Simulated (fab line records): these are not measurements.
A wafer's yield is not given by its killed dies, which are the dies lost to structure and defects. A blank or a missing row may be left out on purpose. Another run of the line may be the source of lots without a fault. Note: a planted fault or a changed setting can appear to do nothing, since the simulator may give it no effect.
Lot-split experiment	flow sfqLine	on a route of 325 steps: 5 lots, 23 wafers read

== ON THE SPLIT ==
At SFQ_TRILAYER_I6_VIA_LITHO_EXPOSE_170 (exposes mask I6, target cd 700 nm), the setting doseMj was moved away from the recipe's 21.3 on 4 of the 23 wafers read, by +4.1% to +7.4%. For the rest of the wafers, this setting stayed at what the recipe calls for.

== SPLIT TO READING: what lies between them in the file, 1 step ==
- SFQ_TRILAYER_I6_VIA_BARC_OPEN_VIA_ETCH_235: etches BARC in O2, target depth 125 nm, time 41.7 s (also split here: timeS)

== THE READING ==
I6.cdNm (the simulator's own value, which no gauge read), in nm, at SFQ_TRILAYER_I6_VIA_ETCH_VIA_ETCH_172 (etches SiO2 in CHF3, stops on Nb, target depth 260 nm). The file gives no usual value for it. Here, 19 wafers ran the recipe; their average is 701.1 nm with a standard deviation of 2.3 nm.

wafer	tool, chamber at the split	doseMj as run	against the recipe	I6.cdNm, nm	against lot-mates on the recipe
L080.2	krfScanner-01, 0	22.87	+7.4%	712.4	+13.7
L080.3	krfScanner-01, 0	22.87	+7.4%	709.3	+10.6
L080.4	krfScanner-01, 0	21.3	recipe	702.6	-
L080.5	krfScanner-01, 0	21.3	recipe	697.1	-
L080.6	krfScanner-01, 0	21.3	recipe	696.4	-
L081.1	krfScanner-01, 0	21.3	recipe	700.6	-
L081.2	krfScanner-01, 0	21.3	recipe	701.2	-
L081.3	krfScanner-01, 0	21.3	recipe	701.3	-
L082.1	krfScanner-01, 0	21.3	recipe	698.1	-
L082.2	krfScanner-01, 0	21.3	recipe	701.5	-
L082.3	krfScanner-01, 0	21.3	recipe	700.5	-
L082.4	krfScanner-01, 0	21.3	recipe	697.6	-
L082.5	krfScanner-01, 0	21.3	recipe	702.1	-
L084.1	krfScanner-01, 0	21.3	recipe	703.3	-
L084.2	krfScanner-01, 0	21.3	recipe	704.2	-
L084.4	krfScanner-01, 0	21.3	recipe	701.4	-
L084.5	krfScanner-01, 0	22.18	+4.1%	709.4	+6.4
L084.6	krfScanner-01, 0	22.18	+4.1%	711.6	+8.6
L085.1	krfScanner-01, 0	21.3	recipe	701.4	-
L085.2	krfScanner-01, 0	21.3	recipe	704.1	-
L085.3	krfScanner-01, 0	21.3	recipe	703	-
L085.5	krfScanner-01, 0	21.3	recipe	703.5	-
L085.6	krfScanner-01, 0	21.3	recipe	701.3	-

FIT RESULTS
A straight line over all 23 wafers: I6.cdNm changes by +1.53 nm for each +1% of doseMj; r = +0.83; the points scatter about the line by 2.5 nm.
The same after taking each lot's own level away (the mean of its wafers on the recipe; 23 wafers): +1.69 nm for each +1%; r = +0.92; scatter 1.7 nm.
That fit puts the effect of the largest move of doseMj on the reading at 12 nm.
The lots' own levels span 698.70 to 702.97 nm, that is 1.9 times the standard deviation above.
The two slopes agree, so the slope changes little with the lot-to-lot level.
Check: with one of the wafers moved furthest among these (+7.4%) left out of the fit, the line predicts +11.7 nm for it against its lot-mates. It came out at +13.7 nm against them.

== FURTHER SPLITS ON THESE WAFERS ==
Other splits were also applied to these wafers ahead of the reading. Each is held against what the fit with the lots' levels taken away leaves over:
other split on the same wafers	wafers away from the commonest value	r with I6.cdNm (lot level and that fit taken away)
SFQ_TRILAYER_C5_LITHO_COAT_151 spinRpm	8	-0.04
SFQ_TRILAYER_M6_LITHO_COAT_159 resistThkNm	9	+0.01
SFQ_TRILAYER_M6_BARC_OPEN_METAL_ETCH_206 icpW	7	+0.04
SFQ_TRILAYER_I6_CMP_CMP_166 leaveAboveRefNm	7	-0.04
SFQ_TRILAYER_I6_VIA_BARC_OPEN_VIA_ETCH_235 timeS	8	-0.15

== THE WHOLE CHAIN: every reading that the file lists as answering this split, in the file's order ==
step	what it does	reading	change (the file's fit)	r (the file's)
SFQ_TRILAYER_I6_VIA_BARC_OPEN_VIA_ETCH_235	etches BARC in O2, target depth 125 nm, time 41.7 s	I6.cdNm (the simulator's own value, which no gauge read)	+1.57 nm for each +1% of the setting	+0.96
SFQ_TRILAYER_I6_VIA_ETCH_VIA_ETCH_172	etches SiO2 in CHF3, stops on Nb, target depth 260 nm	I6.cdNm (the simulator's own value, which no gauge read)	+1.69 nm for each +1% of the setting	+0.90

== THE FILE'S OWN FIT ==
I6.cdNm changes by +1.69 nm for each +1% of doseMj, r = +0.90.
